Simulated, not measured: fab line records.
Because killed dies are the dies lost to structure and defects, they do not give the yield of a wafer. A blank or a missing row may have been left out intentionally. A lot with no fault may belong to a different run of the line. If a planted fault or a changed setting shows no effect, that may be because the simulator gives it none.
The same fault as seen by 2 desks -- flow gf180mcu -- each desk has only its own numbers; what lay behind them comes last

## METROLOGY DESK
Means of the sampled wafers that have a number, per lot and without regard to the tool the lot ran on: this is what the gauges read. The brackets show how far a lot's mean lies from the usual mean; more than 4 standard deviations puts the lot out of limits, marked OUT.
Columns: A = V1_BOW at GF_V1_BOW_MEAS_05, usual 83 um; B = V1_W_RS at GF_V1_RS_MEAS_24, usual 0.327 ohm/sq
lot,first seen here,A,B
L203,day 17 07:30,80,0.322
L204,day 17 13:17,76,0.320
L206,day 18 08:13,81,0.326
L208,day 19 05:29,78,0.329
L211,day 20 08:01,77,0.338
L213,day 20 20:03,85,0.345
L214,day 21 05:02,89,0.323
L220,day 23 13:59,77,0.326
L221,day 23 16:43,84,0.328
L222,day 24 02:20,85,0.328
L224,day 24 17:12,80,0.330
L226,day 25 04:50,90,0.331
This desk found nothing out of limits on any of the 12 lots.

## THE TOOL OWNER'S DESK: cvd_w-01
The tool's own readings at GF_V1_CVD_23 (deposits W, target thk 350 nm, time 105.05 s): means of the sampled wafers that have a number, for each lot that ran on this tool. The brackets show how far a lot's mean lies from the usual mean; more than 4 standard deviations puts the lot out of limits, marked OUT.
Columns: A = chamber_pressure_Torr at GF_V1_CVD_23, usual 39.99 Torr; B = heater_power_outer_w at GF_V1_CVD_23, usual 589 W; C = heater_power_w at GF_V1_CVD_23, usual 932 W
lot,first seen here,A,B,C
L208,day 20 07:17,40.09,572,892
L211,day 21 08:59,38.54 (-17) OUT,574,912
L213,day 21 20:46,37.78 (-25) OUT,524,814
L220,day 24 12:55,39.90,638,987
L221,day 24 16:10,39.98,574,912
L222,day 25 01:40,40.03,632,978
L224,day 25 15:53,39.96,577,899
L226,day 26 03:25,39.99,588,921
This desk's verdict: out of limits on L211, L213, starting with L211 at day 21 08:59 (chamber_pressure_Torr at GF_V1_CVD_23). In limits: L208, L220, L221, L222, L224, L226.

## BROUGHT TOGETHER
The tool owner's desk had the chance to raise an alarm at day 21 08:59 on L211, L213.
Metrology desk: nothing out of limits seen.
The metrology desk holds a record of L211, L213, inside its limits.
All the named lots went through GF_V1_CVD_23 on cvd_w-01.

## WHAT HAD BEEN PUT IN BY THE SIMULATOR
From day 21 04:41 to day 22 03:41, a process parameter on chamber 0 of cvd_w-01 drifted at GF_V1_CVD_23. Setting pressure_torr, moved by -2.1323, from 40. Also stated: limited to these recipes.
Struck lots among those shown: L211, L213.
Delay in hours, fault start to first out-of-limits reading, by desk: the tool owner's desk at 4.
